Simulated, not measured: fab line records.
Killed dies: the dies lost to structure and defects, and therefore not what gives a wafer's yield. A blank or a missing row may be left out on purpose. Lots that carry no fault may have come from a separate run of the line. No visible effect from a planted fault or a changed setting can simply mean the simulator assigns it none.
Matching of chambers -- flow sky130 -- SKY_PASSIVATION_ETCH_11 on rie-diel-01 has 4 sister chambers
The step etches the open film in CF4/O2, stops on AlCu, target depth 725 nm, time 161.1 s. 20 wafers are shown with their chamber, then 10 later ones without.

## WAFERS WITH THEIR CHAMBER
wafer,chamber,drypump-motor-current-A (A),rf-fwd-power-W (W),cf4-flow-sccm (sccm)
L075.1,3,5.7,797.5,80.02
L075.4,1,4.9,799.5,80.16
L075.6,3,5.7,801.3,79.97
L076.1,0,5.2,796.3,80.15
L076.5,2,5.4,797.8,79.71
L076.6,1,4.9,797.4,80.27
L080.1,0,5.1,798.2,79.67
L080.4,2,5.4,801.5,80.22
L080.5,1,4.9,797.8,79.96
L081.1,3,5.7,800.7,80.13
L081.3,2,5.4,801.8,79.77
L081.5,0,5.1,793.4,79.80
L086.4,0,5.1,792.6,79.61
L086.5,3,5.7,798.1,79.97
L086.6,0,5.1,795.9,79.67
L087.2,0,5.2,794.8,79.84
L087.4,3,5.7,797.3,80.29
L087.6,0,5.2,793.5,79.89
L091.1,3,5.7,796.6,79.97
L091.2,1,4.9,799.3,80.07

SIGNATURES, as means of the wafers listed above
reading,chamber 0,chamber 1,chamber 2,chamber 3,scatter within a chamber
drypump-motor-current-A,5.143,4.900,5.400,5.700,0.0327
rf-fwd-power-W,794.957,798.500,800.367,798.583,1.86
cf4-flow-sccm,79.8043,80.1150,79.9000,80.0583,0.176
Rule: for each reading, subtract the chamber's mean from the wafer's reading, divide by that reading's scatter and square the result; add these up over the readings and take the root, which gives the wafer's distance from the chamber. The wafer belongs to the nearest chamber; if the next one is less than 2 further off, it can't be placed. The scatter is the square root of a quotient: the sum, over the shown wafers, of each reading's squared deviation from its chamber's mean, divided by wafers minus chambers.

## WAFERS WHOSE CHAMBER IS MISSING
wafer,drypump-motor-current-A (A),rf-fwd-power-W (W),cf4-flow-sccm (sccm)
L091.4,5.4,800.6,79.89
L092.3,5.7,795.5,80.00
L092.5,5.7,794.8,80.00
L092.6,5.4,796.1,80.15
L094.3,5.4,795.7,79.76
L094.4,5.2,794.2,80.00
L094.6,5.4,799.4,80.22
L095.1,5.7,797.7,79.60
L095.4,5.2,794.0,79.66
L095.6,5.7,800.0,79.77

## CHAMBER TAKEN BY EACH
wafer,from the rows above,in truth
L091.4,2,2
L092.3,3,3
L092.5,3,3
L092.6,2,2
L094.3,2,2
L094.4,0,0
L094.6,2,2
L095.1,3,3
L095.4,0,0
L095.6,3,3
Correct placement for 10 of the 10. Left unplaced by these rows: 0. Placed wrongly: 0.
